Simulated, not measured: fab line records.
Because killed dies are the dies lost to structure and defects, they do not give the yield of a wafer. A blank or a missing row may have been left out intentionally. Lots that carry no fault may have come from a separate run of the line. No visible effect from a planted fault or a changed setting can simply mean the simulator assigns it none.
Matching of chambers | flow gf180mcu | cmp-01 running GF_V5_CMP_04: 4 sister chambers
The step polishes SiO2. 4 wafers are shown with their chamber, then 8 later ones without.

EACH WAFER AND ITS CHAMBER
wafer  | chamber | motor current A (A)
L220.6 | 1       | 11.2
L223.1 | 2       | 10.0
L223.6 | 0       | 11.2
L232.3 | 3       | 10.1

WAFERS WITHOUT THEIR CHAMBER
wafer  | motor current A (A)
L232.5 | 10.7
L232.6 | 10.5
L233.1 | 10.9
L233.3 | 10.4
L233.4 | 9.7
L234.2 | 10.2
L234.4 | 11.3
L234.6 | 10.4

CHAMBER TAKEN BY EACH
wafer  | from the rows above               | in truth
L232.5 | can't be placed: 0 or 1 or 3 or 2 | 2
L232.6 | can't be placed: 3 or 2 or 0 or 1 | 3
L233.1 | can't be placed: 0 or 1 or 3 or 2 | 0
L233.3 | can't be placed: 3 or 2 or 0 or 1 | 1
L233.4 | can't be placed: 2 or 3           | 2
L234.2 | can't be placed: 3 or 2           | 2
L234.4 | can't be placed: 0 or 1           | 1
L234.6 | can't be placed: 3 or 2 or 0 or 1 | 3
Correct placement for 0 of the 8. Not placeable from these rows: 8 (in 8, the candidates include the true chamber). Wrongly placed: 0.
How it was worked out, from the rows above alone: a wafer's distance from a chamber is the root of the sum, over the readings, of the square of ((its reading less the chamber's mean) divided by the reading's scatter). The wafer belongs to the nearest chamber; if the next one is less than 2 further off, it can't be placed. The mean given for a chamber averages the wafers shown for that chamber. The scatter: with one shown wafer a chamber, the root of the mean of the squares of how far each hidden wafer lies from its nearest shown one.
